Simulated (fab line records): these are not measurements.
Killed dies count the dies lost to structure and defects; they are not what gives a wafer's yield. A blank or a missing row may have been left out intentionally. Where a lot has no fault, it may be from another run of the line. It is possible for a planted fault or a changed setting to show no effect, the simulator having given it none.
Which tool did it? || flow sky130 || 11 lots with 33 wafers sampled at 6 steps, on a route of 708 steps

== WHAT THE GAUGES SHOWED, per wafer ==
The record lacks any reading of a measuring or inspecting step that a usual standard deviation could be used to judge.

== WHAT TOOL EACH LOT RAN ON (gives the tool, then ch and the chambers of the sampled wafers, and finally the start) ==
{"lot": "L537", "SKY_CAP2M_CVD_00": "pecvd-04 ch 0,1,2, day 39 23:20", "SKY_VIA4_CMP_02": "cmp-01 ch 0,1,3, day 42 00:58", "SKY_PASSIVATION_CVD_02": "pecvd-02 ch 0,1, day 44 02:07", "SKY_PAD_OPEN_COAT_02": "litho track-04 ch 0, day 45 11:07", "SKY_PAD_OPEN_STRIP_08": "plasma asher-01 ch 0,1, day 45 21:48", "SKY_PAD_OPEN_PROBE_99": "-"}
{"lot": "L539", "SKY_CAP2M_CVD_00": "pecvd-04 ch 0,2, day 40 18:10", "SKY_VIA4_CMP_02": "cmp-01 ch 0,1,2, day 42 20:37", "SKY_PASSIVATION_CVD_02": "pecvd-03 ch 0,2, day 44 20:37", "SKY_PAD_OPEN_COAT_02": "litho track-04 ch 0, day 46 04:20", "SKY_PAD_OPEN_STRIP_08": "plasma asher-04 ch 0,1, day 46 15:16", "SKY_PAD_OPEN_PROBE_99": "-"}
{"lot": "L543", "SKY_CAP2M_CVD_00": "pecvd-02 ch 0,2, day 42 16:50", "SKY_VIA4_CMP_02": "cmp-02 ch 0,1,2, day 44 16:38", "SKY_PASSIVATION_CVD_02": "pecvd-02 ch 0,1, day 46 13:52", "SKY_PAD_OPEN_COAT_02": "litho track-03 ch 0, day 47 19:08", "SKY_PAD_OPEN_STRIP_08": "plasma asher-01 ch 0,1, day 48 05:18", "SKY_PAD_OPEN_PROBE_99": "-"}
{"lot": "L546", "SKY_CAP2M_CVD_00": "pecvd-02 ch 0,1,2, day 42 19:07", "SKY_VIA4_CMP_02": "cmp-01 ch 0,1,3, day 44 19:28", "SKY_PASSIVATION_CVD_02": "pecvd-03 ch 1,2, day 46 16:45", "SKY_PAD_OPEN_COAT_02": "litho track-04 ch 0, day 47 22:20", "SKY_PAD_OPEN_STRIP_08": "plasma asher-02 ch 0,1, day 48 09:05", "SKY_PAD_OPEN_PROBE_99": "-"}
{"lot": "L548", "SKY_CAP2M_CVD_00": "pecvd-04 ch 0, day 43 07:55", "SKY_VIA4_CMP_02": "cmp-01 ch 0,2,3, day 45 06:04", "SKY_PASSIVATION_CVD_02": "pecvd-03 ch 0,2, day 47 02:31", "SKY_PAD_OPEN_COAT_02": "litho track-04 ch 0, day 48 08:26", "SKY_PAD_OPEN_STRIP_08": "plasma asher-01 ch 1, day 48 17:43", "SKY_PAD_OPEN_PROBE_99": "prober-01, day 48 19:58"}
{"lot": "L550", "SKY_CAP2M_CVD_00": "pecvd-01 ch 0,1,2, day 43 19:38", "SKY_VIA4_CMP_02": "cmp-01 ch 0,2,3, day 45 17:37", "SKY_PASSIVATION_CVD_02": "pecvd-04 ch 0,1,2, day 47 13:10", "SKY_PAD_OPEN_COAT_02": "litho track-01 ch 0, day 48 17:49", "SKY_PAD_OPEN_STRIP_08": "plasma asher-04 ch 0,1, day 49 03:29", "SKY_PAD_OPEN_PROBE_99": "prober-02, day 49 05:49"}
{"lot": "L551", "SKY_CAP2M_CVD_00": "pecvd-01 ch 0,1, day 44 04:43", "SKY_VIA4_CMP_02": "cmp-01 ch 0,1,3, day 46 01:52", "SKY_PASSIVATION_CVD_02": "pecvd-03 ch 1,2, day 47 21:26", "SKY_PAD_OPEN_COAT_02": "litho track-01 ch 0, day 49 01:25", "SKY_PAD_OPEN_STRIP_08": "plasma asher-01 ch 0,1, day 49 11:07", "SKY_PAD_OPEN_PROBE_99": "-"}
{"lot": "L552", "SKY_CAP2M_CVD_00": "pecvd-04 ch 0,1, day 44 09:10", "SKY_VIA4_CMP_02": "cmp-01 ch 0,1,2, day 46 05:25", "SKY_PASSIVATION_CVD_02": "pecvd-03 ch 1,2, day 48 00:26", "SKY_PAD_OPEN_COAT_02": "litho track-03 ch 0, day 49 05:00", "SKY_PAD_OPEN_STRIP_08": "plasma asher-01 ch 0,1, day 49 13:57", "SKY_PAD_OPEN_PROBE_99": "-"}
{"lot": "L556", "SKY_CAP2M_CVD_00": "pecvd-04 ch 0,1,2, day 45 11:45", "SKY_VIA4_CMP_02": "cmp-02 ch 0,1,3, day 47 07:03", "SKY_PASSIVATION_CVD_02": "pecvd-02 ch 0,1, day 49 00:07", "SKY_PAD_OPEN_COAT_02": "litho track-01 ch 0, day 50 01:13", "SKY_PAD_OPEN_STRIP_08": "plasma asher-02 ch 0,1, day 50 09:43", "SKY_PAD_OPEN_PROBE_99": "-"}
{"lot": "L557", "SKY_CAP2M_CVD_00": "pecvd-01 ch 0,1,2, day 45 15:22", "SKY_VIA4_CMP_02": "cmp-01 ch 0,2, day 47 10:36", "SKY_PASSIVATION_CVD_02": "pecvd-04 ch 1,2, day 49 03:21", "SKY_PAD_OPEN_COAT_02": "litho track-01 ch 0, day 50 05:00", "SKY_PAD_OPEN_STRIP_08": "plasma asher-04 ch 0, day 50 13:22", "SKY_PAD_OPEN_PROBE_99": "-"}
{"lot": "L558", "SKY_CAP2M_CVD_00": "pecvd-04 ch 0,1, day 45 22:04", "SKY_VIA4_CMP_02": "cmp-01 ch 2,3, day 47 16:20", "SKY_PASSIVATION_CVD_02": "pecvd-02 ch 0,1, day 49 09:25", "SKY_PAD_OPEN_COAT_02": "litho track-03 ch 0, day 50 09:56", "SKY_PAD_OPEN_STRIP_08": "plasma asher-04 ch 0,1, day 50 17:49", "SKY_PAD_OPEN_PROBE_99": "-"}
- SKY_CAP2M_CVD_00: deposits SiO2, target thk 15.5 nm.
- SKY_VIA4_CMP_02: polishes SiO2.
- SKY_PASSIVATION_CVD_02: deposits Si3N4, target thk 540 nm.
- SKY_PAD_OPEN_COAT_02: resist thk 3000 nm.
- SKY_PAD_OPEN_STRIP_08: strips in O2/N2.
- SKY_PAD_OPEN_PROBE_99

== AS READ BY THE TOOLS THEMSELVES (means over the sampled wafers that have a number; for cases with no such wafer, the mark the record gives instead) ==
SKY_CAP2M_CVD_00.
{"lot": "L537", "tool": "pecvd-04", "heater power w (W)": 781}
{"lot": "L539", "tool": "pecvd-04", "heater power w (W)": 724}
{"lot": "L543", "tool": "pecvd-02", "heater power w (W)": 658}
{"lot": "L546", "tool": "pecvd-02", "heater power w (W)": 789}
{"lot": "L548", "tool": "pecvd-04", "heater power w (W)": 713}
{"lot": "L550", "tool": "pecvd-01", "heater power w (W)": 764}
{"lot": "L551", "tool": "pecvd-01", "heater power w (W)": 742}
{"lot": "L552", "tool": "pecvd-04", "heater power w (W)": 773}
{"lot": "L556", "tool": "pecvd-04", "heater power w (W)": 724}
{"lot": "L557", "tool": "pecvd-01", "heater power w (W)": 729}
{"lot": "L558", "tool": "pecvd-04", "heater power w (W)": 812}

SKY_VIA4_CMP_02.
{"lot": "L537", "tool": "cmp-01", "motor current A (A)": 11.6, "retaining ring pressure frac": 0.999}
{"lot": "L539", "tool": "cmp-01", "motor current A (A)": 11.6, "retaining ring pressure frac": 0.999}
{"lot": "L543", "tool": "cmp-02", "motor current A (A)": 10.9, "retaining ring pressure frac": 1.004}
{"lot": "L546", "tool": "cmp-01", "motor current A (A)": 11.7, "retaining ring pressure frac": 1.003}
{"lot": "L548", "tool": "cmp-01", "motor current A (A)": 12.8, "retaining ring pressure frac": 1.001}
{"lot": "L550", "tool": "cmp-01", "motor current A (A)": 12.8, "retaining ring pressure frac": 1.000}
{"lot": "L551", "tool": "cmp-01", "motor current A (A)": 12.0, "retaining ring pressure frac": 0.997}
{"lot": "L552", "tool": "cmp-01", "motor current A (A)": 11.7, "retaining ring pressure frac": 1.001}
{"lot": "L556", "tool": "cmp-02", "motor current A (A)": 11.8, "retaining ring pressure frac": 0.997}
{"lot": "L557", "tool": "cmp-01", "motor current A (A)": 12.0, "retaining ring pressure frac": 0.998}
{"lot": "L558", "tool": "cmp-01", "motor current A (A)": 12.8, "retaining ring pressure frac": 0.998}

SKY_PASSIVATION_CVD_02.
{"lot": "L537", "tool": "pecvd-02", "heater power w (W)": 743}
{"lot": "L539", "tool": "pecvd-03", "heater power w (W)": 768}
{"lot": "L543", "tool": "pecvd-02", "heater power w (W)": 764}
{"lot": "L546", "tool": "pecvd-03", "heater power w (W)": 697}
{"lot": "L548", "tool": "pecvd-03", "heater power w (W)": 759}
{"lot": "L550", "tool": "pecvd-04", "heater power w (W)": 782}
{"lot": "L551", "tool": "pecvd-03", "heater power w (W)": 683}
{"lot": "L552", "tool": "pecvd-03", "heater power w (W)": 706}
{"lot": "L556", "tool": "pecvd-02", "heater power w (W)": 745}
{"lot": "L557", "tool": "pecvd-04", "heater power w (W)": 817}
{"lot": "L558", "tool": "pecvd-02", "heater power w (W)": 754}

SKY_PAD_OPEN_COAT_02.
{"lot": "L537", "tool": "litho track-04", "spin speed rpm (rpm)": 1999.6}
{"lot": "L539", "tool": "litho track-04", "spin speed rpm (rpm)": 1999.0}
{"lot": "L543", "tool": "litho track-03", "spin speed rpm (rpm)": 2000.6}
{"lot": "L546", "tool": "litho track-04", "spin speed rpm (rpm)": 2065.8}
{"lot": "L548", "tool": "litho track-04", "spin speed rpm (rpm)": 2068.2}
{"lot": "L550", "tool": "litho track-01", "spin speed rpm (rpm)": 1999.9}
{"lot": "L551", "tool": "litho track-01", "spin speed rpm (rpm)": 1999.2}
{"lot": "L552", "tool": "litho track-03", "spin speed rpm (rpm)": 2000.4}
{"lot": "L556", "tool": "litho track-01", "spin speed rpm (rpm)": 1998.8}
{"lot": "L557", "tool": "litho track-01", "spin speed rpm (rpm)": 2001.9}
{"lot": "L558", "tool": "litho track-03", "spin speed rpm (rpm)": 2000.9}

SKY_PAD_OPEN_STRIP_08.
{"lot": "L537", "tool": "plasma asher-01", "drypump motor current A (A)": 5.5, "oes product au (a.u.)": 0.660, "strip time to endpoint s (s)": 37.04}
{"lot": "L539", "tool": "plasma asher-04", "drypump motor current A (A)": 5.3, "oes product au (a.u.)": 0.662, "strip time to endpoint s (s)": 37.21}
{"lot": "L543", "tool": "plasma asher-01", "drypump motor current A (A)": 5.5, "oes product au (a.u.)": 0.663, "strip time to endpoint s (s)": 37.03}
{"lot": "L546", "tool": "plasma asher-02", "drypump motor current A (A)": 5.4, "oes product au (a.u.)": 0.662, "strip time to endpoint s (s)": 36.42}
{"lot": "L548", "tool": "plasma asher-01", "drypump motor current A (A)": 5.5, "oes product au (a.u.)": 0.659, "strip time to endpoint s (s)": 36.49}
{"lot": "L550", "tool": "plasma asher-04", "drypump motor current A (A)": 5.2, "oes product au (a.u.)": 0.666, "strip time to endpoint s (s)": 37.11}
{"lot": "L551", "tool": "plasma asher-01", "drypump motor current A (A)": 5.5, "oes product au (a.u.)": 0.662, "strip time to endpoint s (s)": 37.11}
{"lot": "L552", "tool": "plasma asher-01", "drypump motor current A (A)": 5.5, "oes product au (a.u.)": 0.664, "strip time to endpoint s (s)": 37.24}
{"lot": "L556", "tool": "plasma asher-02", "drypump motor current A (A)": 5.5, "oes product au (a.u.)": 0.664, "strip time to endpoint s (s)": 37.09}
{"lot": "L557", "tool": "plasma asher-04", "drypump motor current A (A)": 5.7, "oes product au (a.u.)": 0.665, "strip time to endpoint s (s)": 37.22}
{"lot": "L558", "tool": "plasma asher-04", "drypump motor current A (A)": 5.4, "oes product au (a.u.)": 0.665, "strip time to endpoint s (s)": 37.18}

SKY_PAD_OPEN_PROBE_99.
{"lot": "L548", "tool": "prober-01", "defect limited yield (%)": 82.7, "killed_at_M0_to_M3": 39, "killed_at_M4_up": 3.0, "killed at contacts": 25, "killed at front end": 18, "killed at other": 0.0, "killed dies": 85, "killed open": 42, "killed short": 44, "sort_bin_3_pad_short (%)": 1.1, "sort_bin_5_function (%)": 10.7, "sort_bin_6_memory (%)": 5.6, "sort n pass": 407, "sort yield pct (%)": 82.7}
{"lot": "L550", "tool": "prober-02", "defect limited yield (%)": 82.8, "killed_at_M0_to_M3": 42, "killed_at_M4_up": 2.3, "killed at contacts": 25, "killed at front end": 15, "killed at other": 0.3, "killed dies": 85, "killed open": 45, "killed short": 40, "sort_bin_3_pad_short (%)": 0.7, "sort_bin_5_function (%)": 10.8, "sort_bin_6_memory (%)": 5.7, "sort n pass": 407, "sort yield pct (%)": 82.8}

== THE ANSWER, worked out from the rows above alone ==
Rule: what is usual is taken from the lots themselves. Put in order of their means at a reading, lots are off if they are a third of the lots or fewer, leave a main group of 4 or more, and stand apart from it by a gap of 3 or more times the standard deviation of the main group's means; of several such gaps the widest counts. A main group is skipped when, at the precision printed for the reading in the tables above, its means are all equal. Also off: a lot with no number at a reading for which 4 or more lots have one. Where the step has rows for the other lots, those lots are counted as sound. First the gauges in route order, then the tools' own readings, where a lot's mean is used as printed above. At the first step where some lot is off, the reading lying furthest off is the one used; lots without a number count as furthest.
Off, at SKY_PAD_OPEN_COAT_02 on spin speed rpm: L546, L548. For the main group the mean is 2000.0 rpm and the standard deviation 0.95.
A tool fits if, at that step or a process step before it, it ran every lot that is off, and no sound lot after the first of them. One fits: litho track-04 at SKY_PAD_OPEN_COAT_02. A fault onset in the window from L539 (day 46 04:20, its last sound lot) to L546 (day 47 22:20, its first lot off) fits.
The tool's own readings at SKY_PAD_OPEN_COAT_02 bear it out: on the lots that are off they differ by more than 5 times the standard deviation of the sound lots' means. spin speed rpm reads 2067.0 rpm there against 2000.0 rpm on the sound lots.

== WHAT THE SIMULATOR PUT IN ==
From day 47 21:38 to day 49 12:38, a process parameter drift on litho track-04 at SKY_PAD_OPEN_COAT_02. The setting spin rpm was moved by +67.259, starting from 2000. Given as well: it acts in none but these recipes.
Struck lots among those shown: L546, L548. The rule given above showed the same thing.
